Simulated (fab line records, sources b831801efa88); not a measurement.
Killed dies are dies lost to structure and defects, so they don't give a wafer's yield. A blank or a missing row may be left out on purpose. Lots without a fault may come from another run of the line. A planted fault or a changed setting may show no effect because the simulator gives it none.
Which tool did it? | flow gf180mcu | 11 lots, 31 wafers sampled, at 7 steps of a route of 602

WHAT THE GAUGES READ, wafer by wafer
GF_V3_OVL_MEAS_15.
lot  | measured     | on         | V3_OVL (nm)
L782 | day 22 19:56 | overlay-01 | 5 3 4
L786 | day 24 07:08 | overlay-01 | 10 11
L789 | day 25 15:29 | overlay-02 | -1 3
L790 | day 25 16:05 | overlay-02 | 8 9 -3
L793 | day 26 18:26 | overlay-02 | 13 4 2
L798 | day 27 21:27 | overlay-01 | -3 1 -8
L799 | day 28 06:56 | overlay-02 | -3 -3 3
L800 | day 28 17:02 | overlay-01 | 1 0 -8
L801 | day 28 23:35 | overlay-02 | 6 10 4
L803 | day 29 09:19 | overlay-01 | 9 6 -1
L804 | day 29 17:20 | overlay-01 | 6 9 11

GF_V3_RS_MEAS_24: measures by four-point-probe.
lot  | measured     | on            | V3_W_RS (ohm/sq)
L782 | day 22 20:55 | film_metro-02 | 0.327 0.312 0.321
L786 | day 24 08:04 | film_metro-03 | 0.249 0.248 0.248 0.248
L789 | day 25 16:26 | film_metro-02 | 0.250 0.328 0.251 0.328
L790 | day 25 17:09 | film_metro-01 | 0.331 0.248 0.328 0.332 0.249 0.328
L793 | day 26 19:27 | film_metro-02 | 0.327 0.326 0.328
L798 | day 27 22:28 | film_metro-01 | 0.318 0.333 0.319
L799 | day 28 07:57 | film_metro-02 | 0.320 0.321 0.335
L800 | day 28 18:04 | film_metro-02 | 0.328 0.329 0.328
L801 | day 29 00:30 | film_metro-01 | 0.320 0.332 0.334
L803 | day 29 10:14 | film_metro-01 | 0.313 0.327 0.323
L804 | day 29 18:17 | film_metro-02 | 0.316 0.325 0.324

GF_V3_THK_MEAS_25: measures by xrf.
lot  | measured     | on            | V3_W_THK (nm)
L782 | day 22 21:01 | film_metro-02 | 356 371 361
L786 | day 24 12:41 | film_metro-03 | 472 473 470 473
L789 | day 25 21:40 | film_metro-02 | 468 355 465 355
L790 | day 26 06:32 | film_metro-01 | 351 468 355 350 469 352
L793 | day 26 19:34 | film_metro-02 | 355 356 354
L798 | day 27 22:35 | film_metro-01 | 366 351 366
L799 | day 28 08:04 | film_metro-02 | 366 366 351
L800 | day 28 18:11 | film_metro-02 | 357 357 359
L801 | day 29 00:37 | film_metro-01 | 362 350 345
L803 | day 29 10:22 | film_metro-01 | 369 354 357
L804 | day 29 18:23 | film_metro-02 | 368 358 357

GF_M4_RS_MEAS_05: measures by four-point-probe.
lot  | measured     | on            | M4_ALCU_RS (ohm/sq)
L782 | day 22 21:37 | film_metro-04 | 0.0699 0.0693 0.0692
L786 | day 24 16:03 | film_metro-04 | 0.0693 0.0695
L789 | day 26 05:57 | film_metro-03 | 0.0694 0.0701
L790 | day 26 09:28 | film_metro-02 | 0.0700 0.0707 0.0699
L793 | day 26 20:09 | film_metro-03 | 0.0710 0.0713 0.0711
L798 | day 27 23:10 | film_metro-04 | 0.0696 0.0703 0.0699
L799 | day 28 08:39 | film_metro-02 | 0.0691 0.0689 0.0692
L800 | day 28 18:46 | film_metro-03 | 0.0698 0.0697 0.0696
L801 | day 29 01:12 | film_metro-03 | 0.0703 0.0695 0.0700
L803 | day 29 10:56 | film_metro-02 | 0.0700 0.0707 0.0703
L804 | day 29 18:59 | film_metro-02 | 0.0710 0.0709 0.0697

WHICH TOOL RAN EACH LOT (tool, then ch and the chambers of the sampled wafers, then the start)
lot  | GF_V3_CVD_23                  | GF_V3_CMP_26                  | GF_M4_SPUTTER_04
L782 | cvd_w-02 ch 0,1, day 22 20:48 | cmp-01 ch 1,2,3, day 22 21:09 | pvd_sputter-02, day 22 21:32
L786 | cvd_w-01 ch 0,1, day 24 07:58 | cmp-01 ch 1,2, day 24 15:35   | pvd_sputter-02, day 24 16:01
L789 | cvd_w-01 ch 0, day 25 16:19   | cmp-01 ch 0,1, day 26 05:29   | pvd_sputter-02, day 26 05:55
L790 | cvd_w-01 ch 0,1, day 25 17:02 | cmp-02 ch 0,1,3, day 26 09:03 | pvd_sputter-01, day 26 09:23
L793 | cvd_w-02 ch 0, day 26 19:13   | cmp-02 ch 0,1,2, day 26 19:38 | pvd_sputter-01, day 26 20:07
L798 | cvd_w-01 ch 0,1, day 27 22:20 | cmp-02 ch 0,1, day 27 22:38   | pvd_sputter-01, day 27 23:07
L799 | cvd_w-01 ch 0,1, day 28 07:50 | cmp-02 ch 1,2,3, day 28 08:17 | pvd_sputter-02, day 28 08:37
L800 | cvd_w-02 ch 0, day 28 17:52   | cmp-01 ch 0,1,2, day 28 18:14 | pvd_sputter-01, day 28 18:43
L801 | cvd_w-01 ch 0,1, day 29 00:23 | cmp-02 ch 0,2,3, day 29 00:41 | pvd_sputter-01, day 29 01:10
L803 | cvd_w-02 ch 0,1, day 29 10:07 | cmp-01 ch 0,1,3, day 29 10:31 | pvd_sputter-01, day 29 10:54
L804 | cvd_w-02 ch 0,1, day 29 18:10 | cmp-02 ch 1,2, day 29 18:25   | pvd_sputter-02, day 29 18:54
- GF_V3_CVD_23: deposits W, target thk 350 nm, time 104.9 s.
- GF_V3_CMP_26: polishes, stops on SiO2, t overpolish 15 s, target thk 0 nm.
- GF_M4_SPUTTER_04: material TiN, target thk 50 nm, time 41.7 s.

WHAT THE TOOLS THEMSELVES READ (means of the sampled wafers that have a number; where no wafer has one, the mark that the record gives instead)
GF_V3_CVD_23.
lot  | tool     | heater_power_w (W)
L782 | cvd_w-02 | 996
L786 | cvd_w-01 | 734
L789 | cvd_w-01 | 798
L790 | cvd_w-01 | 725
L793 | cvd_w-02 | 1097
L798 | cvd_w-01 | 765
L799 | cvd_w-01 | 758
L800 | cvd_w-02 | 1138
L801 | cvd_w-01 | 727
L803 | cvd_w-02 | 1004
L804 | cvd_w-02 | 1001

GF_V3_CMP_26.
lot  | tool   | motor_current_A (A) | time_to_endpoint_s (s)
L782 | cmp-01 | 11.5                | 87
L786 | cmp-01 | 11.4                | 107
L789 | cmp-01 | 10.7                | 95
L790 | cmp-02 | 11.1                | 99
L793 | cmp-02 | 10.6                | 84
L798 | cmp-02 | 11.4                | 88
L799 | cmp-02 | 10.7                | 85
L800 | cmp-01 | 10.7                | 85
L801 | cmp-02 | 10.6                | 81
L803 | cmp-01 | 11.3                | 84
L804 | cmp-02 | 10.5                | 81

GF_M4_SPUTTER_04.
lot  | tool           | throttle_valve_pct (%)
L782 | pvd_sputter-02 | 29.7
L786 | pvd_sputter-02 | 29.6
L789 | pvd_sputter-02 | 30.4
L790 | pvd_sputter-01 | 29.3
L793 | pvd_sputter-01 | 29.8
L798 | pvd_sputter-01 | 30.2
L799 | pvd_sputter-02 | 29.3
L800 | pvd_sputter-01 | 30.5
L801 | pvd_sputter-01 | 30.3
L803 | pvd_sputter-01 | 29.7
L804 | pvd_sputter-02 | 30.0

THE ANSWER, worked out from the rows above alone
Rule: what is usual is taken from the lots themselves. Put in order of their means at a reading, lots are off if they are a third of the lots or fewer, leave a main group of 4 or more, and stand apart from it by a gap of 3 or more times the standard deviation of the main group's means; of several such gaps the widest counts. A main group whose means are all the same, to the digits that the tables above print for the reading, isn't used. A lot without any number at a reading at which 4 lots or more have one is off too. The other lots that the step has rows for count as sound. The gauges are gone through in route order, then the tools' own readings, and for those a lot's mean is taken as printed above. The first step at which some lot is off is used, and at that step the reading that is off furthest; a lot without a number counts as furthest.
Off: L786, L789, L790, at GF_V3_RS_MEAS_24 (V3_W_RS). The main group: mean 0.324 ohm/sq, standard deviation 0.0032.
A tool fits if, at a process step before that reading, it ran every lot that is off, and no sound lot after the first of them. The gauges at GF_V3_RS_MEAS_24 are tried like those tools. None of those tried fits.

WHAT THE SIMULATOR HAD PUT IN
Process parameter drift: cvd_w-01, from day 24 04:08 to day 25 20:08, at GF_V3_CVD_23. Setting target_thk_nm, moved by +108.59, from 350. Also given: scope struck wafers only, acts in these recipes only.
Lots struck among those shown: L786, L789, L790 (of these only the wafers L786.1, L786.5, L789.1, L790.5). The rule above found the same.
